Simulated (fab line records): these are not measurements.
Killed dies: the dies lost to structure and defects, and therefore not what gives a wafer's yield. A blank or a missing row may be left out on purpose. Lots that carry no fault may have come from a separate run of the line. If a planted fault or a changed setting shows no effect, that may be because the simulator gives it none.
Which tool was responsible? || flow gf180mcu || 13 lots with 39 wafers sampled at 5 steps, on a route of 602 steps

WHAT THE GAUGES SHOWED, per wafer
GF_DNWELL_TW_MEAS_09. Usual: DNWELL_TW gives 1357 (standard deviation 16).
{"lot": "L367", "measured": "day 2 19:47", "on": "film_metro-04", "DNWELL_TW": "1343 1346 1347", "flag": ""}
{"lot": "L369", "measured": "day 3 05:50", "on": "film_metro-01", "DNWELL_TW": "1367 1356 1369", "flag": ""}
{"lot": "L370", "measured": "day 3 10:02", "on": "film_metro-04", "DNWELL_TW": "1352 1345 1347", "flag": ""}
{"lot": "L371", "measured": "day 3 15:52", "on": "film_metro-01", "DNWELL_TW": "1358 1366 1360", "flag": ""}
{"lot": "L373", "measured": "day 4 01:20", "on": "film_metro-02", "DNWELL_TW": "1367 1376 1370", "flag": ""}
{"lot": "L374", "measured": "day 4 09:25", "on": "film_metro-04", "DNWELL_TW": "1354 1357 1349", "flag": ""}
{"lot": "L376", "measured": "day 4 19:11", "on": "film_metro-02", "DNWELL_TW": "1373 1373 1378", "flag": ""}
{"lot": "L377", "measured": "day 4 23:53", "on": "film_metro-01", "DNWELL_TW": "1357 1354 1366", "flag": ""}
{"lot": "L378", "measured": "day 5 10:07", "on": "film_metro-04", "DNWELL_TW": "1347 1331 1329", "flag": ""}
{"lot": "L379", "measured": "day 5 13:13", "on": "film_metro-02", "DNWELL_TW": "1373 1362 1363", "flag": ""}
{"lot": "L381", "measured": "day 5 19:50", "on": "film_metro-02", "DNWELL_TW": "1380 1377 1381", "flag": ""}
{"lot": "L382", "measured": "day 6 04:32", "on": "film_metro-02", "DNWELL_TW": "1364 1368 1358", "flag": ""}
{"lot": "L389", "measured": "day 7 13:48", "on": "film_metro-04", "DNWELL_TW": "1325 1319 1325", "flag": ""}

GF_POLY_GATE_THK_MEAS_01. Usual: POLY_GATE_CVD_00_THK gives 200.4 nm (standard deviation 2).
{"lot": "L367", "measured": "day 8 10:49", "on": "film_metro-01", "POLY_GATE_CVD_00_THK (nm)": "199.0 198.9 200.6", "flag": ""}
{"lot": "L369", "measured": "day 9 02:13", "on": "film_metro-02", "POLY_GATE_CVD_00_THK (nm)": "200.5 202.4 202.1", "flag": ""}
{"lot": "L370", "measured": "day 9 08:31", "on": "film_metro-04", "POLY_GATE_CVD_00_THK (nm)": "200.2 199.7 201.1", "flag": ""}
{"lot": "L371", "measured": "day 9 13:59", "on": "film_metro-02", "POLY_GATE_CVD_00_THK (nm)": "199.6 199.5 199.3", "flag": ""}
{"lot": "L373", "measured": "day 10 04:44", "on": "film_metro-04", "POLY_GATE_CVD_00_THK (nm)": "201.3 200.4 199.9", "flag": ""}
{"lot": "L374", "measured": "day 10 13:38", "on": "film_metro-01", "POLY_GATE_CVD_00_THK (nm)": "202.8 202.7 200.0", "flag": ""}
{"lot": "L376", "measured": "day 11 05:46", "on": "film_metro-04", "POLY_GATE_CVD_00_THK (nm)": "200.6 199.7 199.6", "flag": ""}
{"lot": "L377", "measured": "day 11 13:29", "on": "film_metro-02", "POLY_GATE_CVD_00_THK (nm)": "403.9 404.8 403.6", "flag": "OFF"}
{"lot": "L378", "measured": "day 12 00:48", "on": "film_metro-02", "POLY_GATE_CVD_00_THK (nm)": "201.3 201.5 201.5", "flag": ""}
{"lot": "L379", "measured": "day 12 05:41", "on": "film_metro-02", "POLY_GATE_CVD_00_THK (nm)": "200.6 200.3 200.3", "flag": ""}
{"lot": "L381", "measured": "day 12 16:39", "on": "film_metro-02", "POLY_GATE_CVD_00_THK (nm)": "399.0 399.1 397.3", "flag": "OFF"}
{"lot": "L382", "measured": "day 13 01:40", "on": "film_metro-04", "POLY_GATE_CVD_00_THK (nm)": "404.6 403.2 401.9", "flag": "OFF"}
{"lot": "L389", "measured": "day 14 23:15", "on": "film_metro-02", "POLY_GATE_CVD_00_THK (nm)": "199.7 200.0 200.6", "flag": ""}

GF_HV_LDD_OVL_MEAS_32. Usual: HV_LDD_02_OVL gives 0.1 nm (standard deviation 1.5).
{"lot": "L367", "measured": "day 11 14:38", "on": "overlay-01", "HV_LDD_02_OVL (nm)": "-0.6 0.5 0.4", "flag": ""}
{"lot": "L369", "measured": "day 12 05:31", "on": "overlay-02", "HV_LDD_02_OVL (nm)": "3.3 1.9 1.8", "flag": ""}
{"lot": "L370", "measured": "day 12 12:43", "on": "overlay-02", "HV_LDD_02_OVL (nm)": "-1.3 -0.1 0.7", "flag": ""}
{"lot": "L371", "measured": "day 12 19:50", "on": "overlay-02", "HV_LDD_02_OVL (nm)": "-1.8 0.0 -0.4", "flag": ""}
{"lot": "L373", "measured": "day 13 10:44", "on": "overlay-01", "HV_LDD_02_OVL (nm)": "0.2 0.8 0.5", "flag": ""}
{"lot": "L374", "measured": "day 13 22:06", "on": "overlay-01", "HV_LDD_02_OVL (nm)": "0.8 2.4 1.9", "flag": ""}
{"lot": "L376", "measured": "day 14 16:06", "on": "overlay-02", "HV_LDD_02_OVL (nm)": "-0.6 1.1 0.4", "flag": ""}
{"lot": "L377", "measured": "day 14 19:19", "on": "overlay-02", "HV_LDD_02_OVL (nm)": "3.7 1.8 0.6", "flag": ""}
{"lot": "L378", "measured": "day 15 10:33", "on": "overlay-02", "HV_LDD_02_OVL (nm)": "-1.6 -2.4 -2.1", "flag": ""}
{"lot": "L379", "measured": "day 15 18:29", "on": "overlay-02", "HV_LDD_02_OVL (nm)": "0.3 -0.6 -0.6", "flag": ""}
{"lot": "L381", "measured": "day 16 03:34", "on": "overlay-01", "HV_LDD_02_OVL (nm)": "2.4 0.7 1.3", "flag": ""}
{"lot": "L382", "measured": "day 16 13:22", "on": "overlay-01", "HV_LDD_02_OVL (nm)": "2.1 3.5 0.7", "flag": ""}
{"lot": "L389", "measured": "day 18 20:21", "on": "overlay-02", "HV_LDD_02_OVL (nm)": "0.2 -1.9 -0.8", "flag": ""}

EACH LOT AND THE TOOL THAT RAN IT (in order: tool; ch and the chambers of the sampled wafers; start)
{"lot": "L367", "GF_NWELL_STRIP_10": "plasma_asher-03 ch 0,1, day 3 08:57", "GF_POLY_GATE_CVD_00": "lpcvd-02 ch 0, day 8 09:29"}
{"lot": "L369", "GF_NWELL_STRIP_10": "plasma_asher-03 ch 0,1, day 3 18:59", "GF_POLY_GATE_CVD_00": "lpcvd-01 ch 0, day 9 00:13"}
{"lot": "L370", "GF_NWELL_STRIP_10": "plasma_asher-01 ch 0,1, day 3 23:05", "GF_POLY_GATE_CVD_00": "lpcvd-01 ch 0, day 9 07:10"}
{"lot": "L371", "GF_NWELL_STRIP_10": "plasma_asher-03 ch 0,1, day 4 04:56", "GF_POLY_GATE_CVD_00": "lpcvd-01 ch 1, day 9 12:37"}
{"lot": "L373", "GF_NWELL_STRIP_10": "plasma_asher-01 ch 0,1, day 4 14:36", "GF_POLY_GATE_CVD_00": "lpcvd-01 ch 1, day 10 03:23"}
{"lot": "L374", "GF_NWELL_STRIP_10": "plasma_asher-01 ch 0,1, day 4 23:02", "GF_POLY_GATE_CVD_00": "lpcvd-02 ch 0, day 10 12:19"}
{"lot": "L376", "GF_NWELL_STRIP_10": "plasma_asher-02 ch 0,1, day 5 08:57", "GF_POLY_GATE_CVD_00": "lpcvd-02 ch 0, day 11 04:26"}
{"lot": "L377", "GF_NWELL_STRIP_10": "plasma_asher-03 ch 0,1, day 5 14:29", "GF_POLY_GATE_CVD_00": "lpcvd-02 ch 1, day 11 09:23"}
{"lot": "L378", "GF_NWELL_STRIP_10": "plasma_asher-03 ch 0,1, day 6 00:14", "GF_POLY_GATE_CVD_00": "lpcvd-01 ch 0, day 11 23:28"}
{"lot": "L379", "GF_NWELL_STRIP_10": "plasma_asher-01 ch 0,1, day 6 04:30", "GF_POLY_GATE_CVD_00": "lpcvd-01 ch 0, day 12 04:21"}
{"lot": "L381", "GF_NWELL_STRIP_10": "plasma_asher-03 ch 0,1, day 6 11:18", "GF_POLY_GATE_CVD_00": "lpcvd-01 ch 0, day 12 13:44"}
{"lot": "L382", "GF_NWELL_STRIP_10": "plasma_asher-02 ch 0,1, day 6 19:32", "GF_POLY_GATE_CVD_00": "lpcvd-01 ch 0, day 12 22:49"}
{"lot": "L389", "GF_NWELL_STRIP_10": "plasma_asher-02 ch 0,1, day 8 06:32", "GF_POLY_GATE_CVD_00": "lpcvd-02 ch 0, day 14 21:14"}
- GF_NWELL_STRIP_10: strips in O2/N2.
- GF_POLY_GATE_CVD_00: deposits poly-Si, target thk 200 nm, time 1200 s.

AS READ BY THE TOOLS THEMSELVES (means over the sampled wafers that have a number; for cases with no such wafer, the mark the record gives instead)
GF_NWELL_STRIP_10. Usual: drypump_motor_current_A 5.8 A, standard deviation 0.33; heater_power_w 368 W, standard deviation 31; o2_flow_sccm 3001 sccm, standard deviation 8.6; oes_product_au 0.723 a.u., standard deviation 0.0043; strip_time_to_endpoint_s 37.39 s, standard deviation 0.12.
{"lot": "L367", "tool": "plasma_asher-03", "drypump_motor_current_A (A)": 5.9, "heater_power_w (W)": 371, "o2_flow_sccm (sccm)": 3005, "oes_product_au (a.u.)": 0.721, "strip_time_to_endpoint_s (s)": 37.46, "flag": ""}
{"lot": "L369", "tool": "plasma_asher-03", "drypump_motor_current_A (A)": 5.9, "heater_power_w (W)": 370, "o2_flow_sccm (sccm)": 3000, "oes_product_au (a.u.)": 0.724, "strip_time_to_endpoint_s (s)": 37.53, "flag": ""}
{"lot": "L370", "tool": "plasma_asher-01", "drypump_motor_current_A (A)": 5.3, "heater_power_w (W)": 357, "o2_flow_sccm (sccm)": 3000, "oes_product_au (a.u.)": 0.722, "strip_time_to_endpoint_s (s)": 37.32, "flag": ""}
{"lot": "L371", "tool": "plasma_asher-03", "drypump_motor_current_A (A)": 6.0, "heater_power_w (W)": 389, "o2_flow_sccm (sccm)": 3011, "oes_product_au (a.u.)": 0.721, "strip_time_to_endpoint_s (s)": 37.35, "flag": ""}
{"lot": "L373", "tool": "plasma_asher-01", "drypump_motor_current_A (A)": 5.4, "heater_power_w (W)": 340, "o2_flow_sccm (sccm)": 3000, "oes_product_au (a.u.)": 0.726, "strip_time_to_endpoint_s (s)": 37.52, "flag": ""}
{"lot": "L374", "tool": "plasma_asher-01", "drypump_motor_current_A (A)": 5.4, "heater_power_w (W)": 337, "o2_flow_sccm (sccm)": 2998, "oes_product_au (a.u.)": 0.718, "strip_time_to_endpoint_s (s)": 37.27, "flag": ""}
{"lot": "L376", "tool": "plasma_asher-02", "drypump_motor_current_A (A)": 6.0, "heater_power_w (W)": 370, "o2_flow_sccm (sccm)": 3005, "oes_product_au (a.u.)": 0.726, "strip_time_to_endpoint_s (s)": 37.55, "flag": ""}
{"lot": "L377", "tool": "plasma_asher-03", "drypump_motor_current_A (A)": 6.0, "heater_power_w (W)": 400, "o2_flow_sccm (sccm)": 3006, "oes_product_au (a.u.)": 0.724, "strip_time_to_endpoint_s (s)": 37.45, "flag": ""}
{"lot": "L378", "tool": "plasma_asher-03", "drypump_motor_current_A (A)": 5.9, "heater_power_w (W)": 376, "o2_flow_sccm (sccm)": 2995, "oes_product_au (a.u.)": 0.721, "strip_time_to_endpoint_s (s)": 37.49, "flag": ""}
{"lot": "L379", "tool": "plasma_asher-01", "drypump_motor_current_A (A)": 5.3, "heater_power_w (W)": 356, "o2_flow_sccm (sccm)": 3011, "oes_product_au (a.u.)": 0.724, "strip_time_to_endpoint_s (s)": 37.26, "flag": ""}
{"lot": "L381", "tool": "plasma_asher-03", "drypump_motor_current_A (A)": 5.9, "heater_power_w (W)": 371, "o2_flow_sccm (sccm)": 3004, "oes_product_au (a.u.)": 0.725, "strip_time_to_endpoint_s (s)": 37.51, "flag": ""}
{"lot": "L382", "tool": "plasma_asher-02", "drypump_motor_current_A (A)": 6.0, "heater_power_w (W)": 366, "o2_flow_sccm (sccm)": 3001, "oes_product_au (a.u.)": 0.723, "strip_time_to_endpoint_s (s)": 37.31, "flag": ""}
{"lot": "L389", "tool": "plasma_asher-02", "drypump_motor_current_A (A)": 6.0, "heater_power_w (W)": 368, "o2_flow_sccm (sccm)": 2999, "oes_product_au (a.u.)": 0.720, "strip_time_to_endpoint_s (s)": 37.30, "flag": ""}

GF_POLY_GATE_CVD_00. Usual: susceptor_temp_C at 620.02 C, with a standard deviation of 0.29.
{"lot": "L367", "tool": "lpcvd-02", "susceptor_temp_C (C)": 620.06, "flag": ""}
{"lot": "L369", "tool": "lpcvd-01", "susceptor_temp_C (C)": 620.33, "flag": ""}
{"lot": "L370", "tool": "lpcvd-01", "susceptor_temp_C (C)": 620.02, "flag": ""}
{"lot": "L371", "tool": "lpcvd-01", "susceptor_temp_C (C)": 620.02, "flag": ""}
{"lot": "L373", "tool": "lpcvd-01", "susceptor_temp_C (C)": 620.13, "flag": ""}
{"lot": "L374", "tool": "lpcvd-02", "susceptor_temp_C (C)": 620.16, "flag": ""}
{"lot": "L376", "tool": "lpcvd-02", "susceptor_temp_C (C)": 620.03, "flag": ""}
{"lot": "L377", "tool": "lpcvd-02", "susceptor_temp_C (C)": 620.04, "flag": ""}
{"lot": "L378", "tool": "lpcvd-01", "susceptor_temp_C (C)": 620.08, "flag": ""}
{"lot": "L379", "tool": "lpcvd-01", "susceptor_temp_C (C)": 620.16, "flag": ""}
{"lot": "L381", "tool": "lpcvd-01", "susceptor_temp_C (C)": 620.12, "flag": ""}
{"lot": "L382", "tool": "lpcvd-01", "susceptor_temp_C (C)": 619.79, "flag": ""}
{"lot": "L389", "tool": "lpcvd-02", "susceptor_temp_C (C)": 619.87, "flag": ""}

THE ANSWER, worked out from the rows above alone
Rule: lot off if the mean of its wafers having a number is beyond 3 standard deviations from the usual mean. Also off: a lot with no number at a reading for which 4 or more lots have one. All remaining lots with rows at the step are treated as sound. First the gauges in route order, then the tools' own readings, where a lot's mean is used as printed above. At the first step where some lot is off, the reading lying furthest off is the one used; lots without a number count as furthest.
Off: L377, L381, L382, seen at GF_POLY_GATE_THK_MEAS_01 (POLY_GATE_CVD_00_THK).
A tool fits if, at a process step before that reading, it ran every lot that is off, and no sound lot after the first of them. Those tools and the gauges at GF_POLY_GATE_THK_MEAS_01 are tried in the same way. No candidate that was tried fits.

WHAT WAS PUT IN BY THE SIMULATOR
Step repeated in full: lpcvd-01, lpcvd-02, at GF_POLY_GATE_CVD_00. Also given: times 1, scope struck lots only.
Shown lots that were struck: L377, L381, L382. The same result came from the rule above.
